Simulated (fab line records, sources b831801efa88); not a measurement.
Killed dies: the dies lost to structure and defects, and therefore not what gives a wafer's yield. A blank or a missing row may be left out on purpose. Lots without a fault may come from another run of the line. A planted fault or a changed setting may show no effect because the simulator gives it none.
The tool behind it: which one? ; flow gf180mcu ; Sampling: 15 lots, 45 wafers, 4 of 602 route steps

== WHAT THE GAUGES SHOWED, per wafer ==
GF_LVPWELL_TW_MEAS_11. Usual: LVPWELL_TW typically reads 569, with standard deviation 6.2.
lot;measured;on;LVPWELL_TW;flag
L302;day 3 21:23;film_metro-03;574 574 574;
L303;day 4 05:46;film_metro-03;572 575 575;
L304;day 4 10:10;film_metro-04;559 557 558;
L306;day 4 20:37;film_metro-03;575 572 573;
L307;day 5 02:43;film_metro-03;568 566 573;
L308;day 5 06:28;film_metro-03;570 572 569;
L310;day 5 19:13;film_metro-03;572 572 574;
L311;day 6 01:25;film_metro-03;571 570 567;
L320;day 8 04:00;film_metro-01;568 570 568;
L321;day 8 08:05;film_metro-03;580 576 575;
L322;day 8 12:49;film_metro-03;576 571 574;
L324;day 9 08:48;film_metro-04;558 559 558;

GF_HV_LDD_CD_MEAS_07 targets a cd of 400 nm. Usual: cd_nm reads 400.3 nm (standard deviation 1.7).
lot;measured;on;cd_nm (nm);flag
L302;day 10 02:44;cd_sem-01;398.7 397.6 397.7;
L303;day 10 13:17;cd_sem-02;399.5 398.8 397.9;
L304;day 10 17:14;cd_sem-02;401.1 399.2 401.9;
L306;day 11 14:04;cd_sem-01;398.9 397.5 399.4;
L307;day 11 14:28;cd_sem-02;403.5 402.7 404.2;
L308;day 12 03:34;cd_sem-02;401.1 400.5 399.8;
L310;day 12 11:43;cd_sem-02;400.2 396.6 398.6;
L311;day 13 02:28;cd_sem-01;399.4 400.2 398.4;
L320;day 15 13:55;cd_sem-01;398.9 397.9 399.6;
L321;day 15 23:40;cd_sem-02;401.6 403.4 402.6;
L322;day 16 05:40;cd_sem-01;399.9 401.7 398.4;
L324;day 17 06:28;cd_sem-01;395.8 398.8 397.4;

== TOOL THAT RAN EACH LOT (tool first, then ch and the chambers of the sampled wafers, then the start) ==
lot;GF_STI_OXIDATION_01;GF_MVPSD_STRIP_10
L302;furnace-02 ch 0, day 1 10:07;plasma_asher-03 ch 0,1, day 5 01:28
L303;furnace-01 ch 0, day 1 15:29;plasma_asher-04 ch 0,1, day 5 10:25
L304;furnace-01 ch 0, day 1 21:25;plasma_asher-04 ch 0,1, day 5 15:19
L306;furnace-01 ch 0, day 2 06:59;plasma_asher-04 ch 0,1, day 6 02:46
L307;furnace-01 ch 0, day 2 11:07;plasma_asher-04 ch 0, day 6 08:10
L308;furnace-02 ch 0, day 2 16:08;plasma_asher-03 ch 0,1, day 6 13:34
L310;furnace-02 ch 0, day 3 02:34;plasma_asher-04 ch 0,1, day 7 01:49
L311;furnace-01 ch 0, day 3 08:14;plasma_asher-04 ch 0,1, day 7 08:04
L313;furnace-01, day 3 17:21;-
L314;furnace-02, day 3 22:07;-
L315;furnace-01, day 4 04:02;-
L320;furnace-01 ch 0, day 5 04:07;plasma_asher-02 ch 0,1, day 9 14:46
L321;furnace-01 ch 0, day 5 09:07;plasma_asher-03 ch 0,1, day 9 18:01
L322;furnace-02 ch 0, day 5 14:07;plasma_asher-04 ch 0,1, day 9 22:45
L324;furnace-01 ch 0, day 6 00:50;plasma_asher-02 ch 0,1, day 10 19:57
- GF_STI_OXIDATION_01: stabilise 600 s, purge 300 s, target thk 10 nm.
- GF_MVPSD_STRIP_10: strips in O2/N2.

== WHAT THE TOOLS THEMSELVES READ (means of the sampled wafers that have a number; where no wafer has one, the mark that the record gives instead) ==
GF_STI_OXIDATION_01. Usual: ox_temp_c 900.1 C, standard deviation 0.37; ox_temp_c_max 905.4, standard deviation 1.3; zone_power_centre_pct 20.0 %, standard deviation 1.1; zone_power_upper_pct 19.7 %, standard deviation 0.81.
lot;tool;ox_temp_c (C);ox_temp_c_max;zone_power_centre_pct (%);zone_power_upper_pct (%);flag
L302;furnace-02;899.4;903.5;21.5;20.7;
L303;furnace-01;900.4;906.9;19.2;19.2;
L304;furnace-01;900.1;906.2;19.3;19.2;
L306;furnace-01;900.3;905.6;19.0;19.2;
L307;furnace-01;900.0;906.4;19.3;19.0;
L308;furnace-02;900.2;904.1;21.5;20.9;
L310;furnace-02;900.2;903.6;21.5;20.7;
L311;furnace-01;900.3;907.2;19.0;19.0;
L313;furnace-01;-;-;-;-;OFF
L314;furnace-02;-;-;-;-;OFF
L315;furnace-01;-;-;-;-;OFF
L320;furnace-01;899.8;905.1;19.1;19.1;
L321;furnace-01;900.3;905.9;19.2;19.1;
L322;furnace-02;899.5;904.1;21.5;20.8;
L324;furnace-01;900.0;905.8;19.1;19.0;

GF_MVPSD_STRIP_10. Usual: drypump_motor_current_A 5.6 A, standard deviation 0.6; heater_power_w 330 W, standard deviation 31; oes_product_au 0.723 a.u., standard deviation 0.0046; strip_time_to_endpoint_s 36.94 s, standard deviation 0.084.
lot;tool;drypump_motor_current_A (A);heater_power_w (W);oes_product_au (a.u.);strip_time_to_endpoint_s (s);flag
L302;plasma_asher-03;5.5;332;0.723;36.95;
L303;plasma_asher-04;5.9;318;0.727;36.93;
L304;plasma_asher-04;6.0;347;0.721;36.90;
L306;plasma_asher-04;5.9;317;0.721;37.06;
L307;plasma_asher-04;5.9;290;0.723;36.88;
L308;plasma_asher-03;5.5;333;0.719;36.80;
L310;plasma_asher-04;5.9;318;0.728;36.99;
L311;plasma_asher-04;5.9;318;0.719;36.98;
L320;plasma_asher-02;5.2;315;0.724;36.95;
L321;plasma_asher-03;5.5;330;0.723;36.90;
L322;plasma_asher-04;6.0;348;0.717;36.97;
L324;plasma_asher-02;5.8;333;0.725;36.86;

== THE ANSWER, worked out from the rows above alone ==
Rule: a lot is off if the mean of its wafers that have a number lies more than 3 standard deviations from the usual mean. Also off: a lot with no number at a reading for which 4 or more lots have one. Where the step has rows for the other lots, those lots are counted as sound. First the gauges in route order, then the tools' own readings, where a lot's mean is used as printed above. At the first step where some lot is off, the reading lying furthest off is the one used; lots without a number count as furthest.
Off: L313, L314, L315 (GF_STI_OXIDATION_01, ox_temp_c). Without a number there: L313, L314, L315.
If a tool, at that step or one of the process steps before it, ran each lot that is off and ran no sound lot following the first of them, it fits. Not one of the candidates tried fits.

== WHAT THE SIMULATOR HAD PUT IN ==
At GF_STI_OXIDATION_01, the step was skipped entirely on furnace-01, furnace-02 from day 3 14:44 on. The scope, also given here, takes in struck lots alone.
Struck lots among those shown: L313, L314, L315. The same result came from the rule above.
